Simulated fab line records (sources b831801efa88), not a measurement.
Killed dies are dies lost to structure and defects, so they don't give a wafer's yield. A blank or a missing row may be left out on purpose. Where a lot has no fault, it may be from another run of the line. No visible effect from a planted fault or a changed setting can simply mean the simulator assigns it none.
Split-lot trial    flow sky130    on a route of 708 steps: 5 lots, 23 wafers read

ABOUT THE SPLIT
At SKY_LDD_HVP_SOFTBAKE_03 (time 60 s), the setting tempC was moved away from the recipe's 90 C on 7 of the 23 wafers read, by -3.9% to -2.0%. The other wafers ran this setting at the recipe's value.

FROM THE SPLIT TO THE READING: what the file shows between them, 2 steps
- SKY_LDD_HVP_EXPOSE_04: exposes mask HVPTM, target cd 700 nm
- SKY_LDD_HVP_PEB_05

THE READING
NOVOLAK_of_LDD_HVP_COAT_02.thkNm (the simulator's own value, which no gauge read), in nm, at SKY_LDD_HVP_DEVELOP_06 (develop time 60 s). The file does not state a usual value for it. Average 299.7 nm, standard deviation 1.1 nm, over the 16 wafers here run with the recipe.

wafer   tool, chamber at the split  tempC as run, C  against the recipe  NOVOLAK_of_LDD_HVP_COAT_02.thkNm, nm  against lot-mates on the recipe
L074.2  lithoTrack-02, 0            90               recipe              298.2                                 -
L074.4  lithoTrack-02, 0            90               recipe              299                                   -
L074.5  lithoTrack-02, 0            90               recipe              299.1                                 -
L076.1  lithoTrack-04, 0            90               recipe              302.7                                 -
L076.2  lithoTrack-04, 0            88.18            -2.0%               302.7                                 +0.5
L076.4  lithoTrack-04, 0            88.18            -2.0%               302.9                                 +0.7
L076.5  lithoTrack-04, 0            88.18            -2.0%               303.9                                 +1.7
L076.6  lithoTrack-04, 0            90               recipe              301.7                                 -
L081.1  lithoTrack-02, 0            90               recipe              300.5                                 -
L081.2  lithoTrack-02, 0            86.5             -3.9%               303.8                                 +3.9
L081.3  lithoTrack-02, 0            86.5             -3.9%               303.6                                 +3.7
L081.5  lithoTrack-02, 0            90               recipe              299                                   -
L081.6  lithoTrack-02, 0            90               recipe              300.1                                 -
L083.1  lithoTrack-03, 0            90               recipe              298.7                                 -
L083.2  lithoTrack-03, 0            90               recipe              298.5                                 -
L083.3  lithoTrack-03, 0            90               recipe              299.2                                 -
L083.4  lithoTrack-03, 0            88.19            -2.0%               299.3                                 +0.5
L083.6  lithoTrack-03, 0            88.19            -2.0%               300.4                                 +1.6
L085.1  lithoTrack-04, 0            90               recipe              299.1                                 -
L085.2  lithoTrack-04, 0            90               recipe              300.2                                 -
L085.4  lithoTrack-04, 0            90               recipe              299.7                                 -
L085.5  lithoTrack-04, 0            90               recipe              299.7                                 -
L085.6  lithoTrack-04, 0            90               recipe              299.9                                 -

THE FIT
A straight line over all 23 wafers: NOVOLAK_of_LDD_HVP_COAT_02.thkNm changes by -1.04 nm for each +1% of tempC; r = -0.73; the points scatter about the line by 1.3 nm.
The same after taking each lot's own level away (the mean of its wafers on the recipe; 23 wafers): -0.819 nm for each +1%; r = -0.88; scatter 0.59 nm.
That fit puts the effect of the largest move of tempC on the reading at 3.2 nm.
From 298.77 to 302.20 nm: that is the span of the lots' own levels, equal to 3.0 times the standard deviation above.
So the lot-to-lot level blurs the effect unless lot-mates are compared.
Check: with one of the wafers moved furthest among these (-3.9%) left out of the fit, the line predicts +2.73 nm for it against its lot-mates. Against them it came out at +3.93 nm.

THESE WAFERS: OTHER SPLITS
Note: prior to the reading, these wafers also went through further splits. Each is held against what the fit with the lots' levels taken away leaves over:
other split on the same wafers          wafers away from the commonest value  r with NOVOLAK_of_LDD_HVP_COAT_02.thkNm (lot level and that fit taken away)
SKY_VT_ADJUST_HVTR_IMPLANT_09 doseCm2   10                                    -0.05
SKY_VT_ADJUST_PCH_IMPLANT_08 energyKev  4                                     -0.32
SKY_SONOS_ONO_DEVELOP_12 developTimeS   6                                     -0.14
SKY_POLY_GATE_CVD_00 pressureMtorr      18                                    +0.01
SKY_POLY_GATE_IMPLANT_02 energyKev      5                                     -0.12
SKY_LDD_N_COAT_02 spinRpm               7                                     +0.15
SKY_LDD_N_IMPLANT_11 doseCm2            6                                     +0.02
SKY_LDD_P_DEVELOP_06 devTempC           6                                     +0.25
SKY_LDD_HVN_IMPLANT_08 doseCm2          7                                     +0.15

THE FILE'S OWN FIT
NOVOLAK_of_LDD_HVP_COAT_02.thkNm changes by -0.809 nm for each +1% of tempC, r = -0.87.
